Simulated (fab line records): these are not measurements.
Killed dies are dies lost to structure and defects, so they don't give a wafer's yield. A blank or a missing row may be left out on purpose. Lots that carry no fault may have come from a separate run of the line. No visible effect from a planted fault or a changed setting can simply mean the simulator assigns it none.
Split-lot trial :: flow sky130 :: 5 lots, 23 wafers read, on a route of 708 steps

== ABOUT THE SPLIT ==
At SKY_SONOS_TUNNEL_DEVELOP_06 (develop time 60 s), the setting develop-time-s was moved away from the recipe's 60 s on 7 of the 23 wafers read, by -12.7% to +14.1%. For the rest of the wafers, this setting stayed at what the recipe calls for.

Between the split and the reading, the file records no step.

== THE READING ==
cd-nm at SKY_SONOS_TUNNEL_CD_MEAS_07, given in nm (cd target 410 nm). Fault-free wafers of this fab line usually give 410.2 nm, standard deviation 2 nm.

wafer: L074.1
tool, chamber at the split: litho-track-01, 0
develop-time-s as run, s: 60
against the recipe: recipe
cd-nm, nm: 409.4
against lot-mates on the recipe: -

wafer: L074.3
tool, chamber at the split: litho-track-01, 0
develop-time-s as run, s: 68.44
against the recipe: +14.1%
cd-nm, nm: 422.7
against lot-mates on the recipe: +13.5

wafer: L074.4
tool, chamber at the split: litho-track-01, 0
develop-time-s as run, s: 60
against the recipe: recipe
cd-nm, nm: 408.8
against lot-mates on the recipe: -

wafer: L074.5
tool, chamber at the split: litho-track-01, 0
develop-time-s as run, s: 60
against the recipe: recipe
cd-nm, nm: 409.5
against lot-mates on the recipe: -

wafer: L074.6
tool, chamber at the split: litho-track-01, 0
develop-time-s as run, s: 68.44
against the recipe: +14.1%
cd-nm, nm: 421.9
against lot-mates on the recipe: +12.7

wafer: L079.1
tool, chamber at the split: litho-track-02, 0
develop-time-s as run, s: 60
against the recipe: recipe
cd-nm, nm: 411.2
against lot-mates on the recipe: -

wafer: L079.3
tool, chamber at the split: litho-track-02, 0
develop-time-s as run, s: 60
against the recipe: recipe
cd-nm, nm: 412.0
against lot-mates on the recipe: -

wafer: L079.4
tool, chamber at the split: litho-track-02, 0
develop-time-s as run, s: 60
against the recipe: recipe
cd-nm, nm: 412.9
against lot-mates on the recipe: -

wafer: L079.5
tool, chamber at the split: litho-track-02, 0
develop-time-s as run, s: 60
against the recipe: recipe
cd-nm, nm: 410.2
against lot-mates on the recipe: -

wafer: L079.6
tool, chamber at the split: litho-track-02, 0
develop-time-s as run, s: 60
against the recipe: recipe
cd-nm, nm: 410.1
against lot-mates on the recipe: -

wafer: L081.2
tool, chamber at the split: litho-track-04, 0
develop-time-s as run, s: 52.38
against the recipe: -12.7%
cd-nm, nm: 400.4
against lot-mates on the recipe: -13.2

wafer: L081.3
tool, chamber at the split: litho-track-04, 0
develop-time-s as run, s: 52.38
against the recipe: -12.7%
cd-nm, nm: 398.5
against lot-mates on the recipe: -15.1

wafer: L081.4
tool, chamber at the split: litho-track-04, 0
develop-time-s as run, s: 60
against the recipe: recipe
cd-nm, nm: 413.5
against lot-mates on the recipe: -

wafer: L081.5
tool, chamber at the split: litho-track-04, 0
develop-time-s as run, s: 60
against the recipe: recipe
cd-nm, nm: 413.5
against lot-mates on the recipe: -

wafer: L081.6
tool, chamber at the split: litho-track-04, 0
develop-time-s as run, s: 60
against the recipe: recipe
cd-nm, nm: 413.8
against lot-mates on the recipe: -

wafer: L084.1
tool, chamber at the split: litho-track-01, 0
develop-time-s as run, s: 54.34
against the recipe: -9.4%
cd-nm, nm: 399.2
against lot-mates on the recipe: -10.3

wafer: L084.2
tool, chamber at the split: litho-track-01, 0
develop-time-s as run, s: 54.34
against the recipe: -9.4%
cd-nm, nm: 399.4
against lot-mates on the recipe: -10.1

wafer: L084.4
tool, chamber at the split: litho-track-01, 0
develop-time-s as run, s: 60
against the recipe: recipe
cd-nm, nm: 410.3
against lot-mates on the recipe: -

wafer: L084.5
tool, chamber at the split: litho-track-01, 0
develop-time-s as run, s: 54.34
against the recipe: -9.4%
cd-nm, nm: 400.0
against lot-mates on the recipe: -9.5

wafer: L084.6
tool, chamber at the split: litho-track-01, 0
develop-time-s as run, s: 60
against the recipe: recipe
cd-nm, nm: 408.7
against lot-mates on the recipe: -

wafer: L085.2
tool, chamber at the split: litho-track-04, 0
develop-time-s as run, s: 60
against the recipe: recipe
cd-nm, nm: 409.5
against lot-mates on the recipe: -

wafer: L085.3
tool, chamber at the split: litho-track-04, 0
develop-time-s as run, s: 60
against the recipe: recipe
cd-nm, nm: 411.1
against lot-mates on the recipe: -

wafer: L085.6
tool, chamber at the split: litho-track-04, 0
develop-time-s as run, s: 60
against the recipe: recipe
cd-nm, nm: 413.1
against lot-mates on the recipe: -

FIT RESULTS
A straight line over all 23 wafers: cd-nm changes by +0.939 nm for each +1% of develop-time-s; r = +0.96; the points scatter about the line by 1.9 nm.
The same after taking each lot's own level away (the mean of its wafers on the recipe; 23 wafers): +1.02 nm for each +1%; r = +0.99; scatter 1 nm.
According to that fit, moving develop-time-s by its largest amount changes the reading by 14 nm.
From 409.23 to 413.60 nm: that is the span of the lots' own levels, equal to 2.2 times the standard deviation above.
Consequently the slope shifts little with the lot-to-lot level, the two slopes agreeing.
Check: +14.3 nm against its lot-mates is what the line predicts for one of the wafers moved furthest among these (+14.1%) when that wafer is left out of the fit. Against them it came out at +13.5 nm.

== OTHER SPLITS APPLIED TO THESE WAFERS ==
Before the reading, these wafers also passed through other splits. Each is held against what the fit with the lots' levels taken away leaves over:
other split on the same wafers: SKY_VT_ADJUST_HVTR_EXPOSE_04 dose-mj
wafers away from the commonest value: 8
r with cd-nm (lot level and that fit taken away): -0.08

== THE FILE'S OWN FIT ==
cd-nm changes by +1.02 nm for each +1% of develop-time-s, r = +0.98.
